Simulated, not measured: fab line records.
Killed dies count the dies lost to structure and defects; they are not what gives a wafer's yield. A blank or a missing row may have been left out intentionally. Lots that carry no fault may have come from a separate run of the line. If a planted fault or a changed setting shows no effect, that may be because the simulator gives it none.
Which of the tools did it? :: flow sky130 :: 11 lots, 33 wafers sampled, at 3 steps of a route of 708

WHAT THE GAUGES SHOWED, per wafer
SKY_CAP2M_THK_MEAS_04: measures by xrf.
lot: L726
measured: day 40 02:31
on: film metro-02
CAP2M_TIN_THK (nm): 201.6 201.6 202.0

lot: L727
measured: day 40 08:07
on: film metro-04
CAP2M_TIN_THK (nm): 201.3 201.3 200.7

lot: L728
measured: day 40 09:34
on: film metro-04
CAP2M_TIN_THK (nm): 197.8 199.3 198.4

lot: L729
measured: day 41 04:24
on: film metro-03
CAP2M_TIN_THK (nm): 198.7 197.8 197.7

lot: L734
measured: day 42 10:04
on: film metro-04
CAP2M_TIN_THK (nm): 197.8 200.1 200.4

lot: L739
measured: day 43 17:32
on: film metro-04
CAP2M_TIN_THK (nm): 198.3 201.5 201.5

lot: L740
measured: day 44 00:40
on: film metro-04
CAP2M_TIN_THK (nm): 201.0 200.7 200.2

lot: L741
measured: day 44 14:33
on: film metro-02
CAP2M_TIN_THK (nm): 200.5 200.5 198.1

lot: L742
measured: day 44 16:01
on: film metro-03
CAP2M_TIN_THK (nm): 199.1 203.6 202.2

lot: L743
measured: day 44 20:34
on: film metro-03
CAP2M_TIN_THK (nm): 201.4 198.0 199.8

lot: L744
measured: day 45 04:01
on: film metro-03
CAP2M_TIN_THK (nm): 199.3 198.4 199.3

EACH LOT AND THE TOOL THAT RAN IT (in order: tool; ch and the chambers of the sampled wafers; start)
lot: L726
SKY_VIA3_CVD_21: cvd w-01 ch 0,1, day 40 01:26
SKY_METAL4_SPUTTER_01: pvd sputter-04, day 40 02:04

lot: L727
SKY_VIA3_CVD_21: cvd w-02 ch 0,1, day 40 07:04
SKY_METAL4_SPUTTER_01: pvd sputter-04, day 40 07:41

lot: L728
SKY_VIA3_CVD_21: cvd w-02 ch 1, day 40 08:29
SKY_METAL4_SPUTTER_01: pvd sputter-02, day 40 09:07

lot: L729
SKY_VIA3_CVD_21: cvd w-01 ch 0,1, day 41 03:20
SKY_METAL4_SPUTTER_01: pvd sputter-04, day 41 03:58

lot: L734
SKY_VIA3_CVD_21: cvd w-02 ch 0,1, day 42 08:59
SKY_METAL4_SPUTTER_01: pvd sputter-02, day 42 09:37

lot: L739
SKY_VIA3_CVD_21: cvd w-01 ch 0,1, day 43 16:14
SKY_METAL4_SPUTTER_01: pvd sputter-04, day 43 17:04

lot: L740
SKY_VIA3_CVD_21: cvd w-01 ch 0,1, day 43 23:37
SKY_METAL4_SPUTTER_01: pvd sputter-04, day 44 00:13

lot: L741
SKY_VIA3_CVD_21: cvd w-01 ch 0,1, day 44 13:29
SKY_METAL4_SPUTTER_01: pvd sputter-02, day 44 14:05

lot: L742
SKY_VIA3_CVD_21: cvd w-01 ch 0,1, day 44 14:57
SKY_METAL4_SPUTTER_01: pvd sputter-04, day 44 15:35

lot: L743
SKY_VIA3_CVD_21: cvd w-01 ch 1, day 44 19:30
SKY_METAL4_SPUTTER_01: pvd sputter-01, day 44 20:07

lot: L744
SKY_VIA3_CVD_21: cvd w-02 ch 1, day 45 02:53
SKY_METAL4_SPUTTER_01: pvd sputter-04, day 45 03:32
- SKY_VIA3_CVD_21: deposits W, target thk 390 nm, time 117.31 s.
- SKY_METAL4_SPUTTER_01: material TiN, target thk 20 nm, time 16.7 s.

THE ANSWER, worked out from the rows above alone
Rule: the usual values come from the lots themselves. Put in order of their means at a reading, lots are off if they are a third of the lots or fewer, leave a main group of 4 or more, and stand apart from it by a gap of 3 or more times the standard deviation of the main group's means; of several such gaps the widest counts. Not used: any main group whose means are identical at the precision the tables above print for the reading. A lot without any number at a reading at which 4 lots or more have one is off too. All remaining lots with rows at the step are treated as sound.
Nothing can be told from this: no lot is off at any reading shown.

WHAT THE SIMULATOR HAD INSERTED
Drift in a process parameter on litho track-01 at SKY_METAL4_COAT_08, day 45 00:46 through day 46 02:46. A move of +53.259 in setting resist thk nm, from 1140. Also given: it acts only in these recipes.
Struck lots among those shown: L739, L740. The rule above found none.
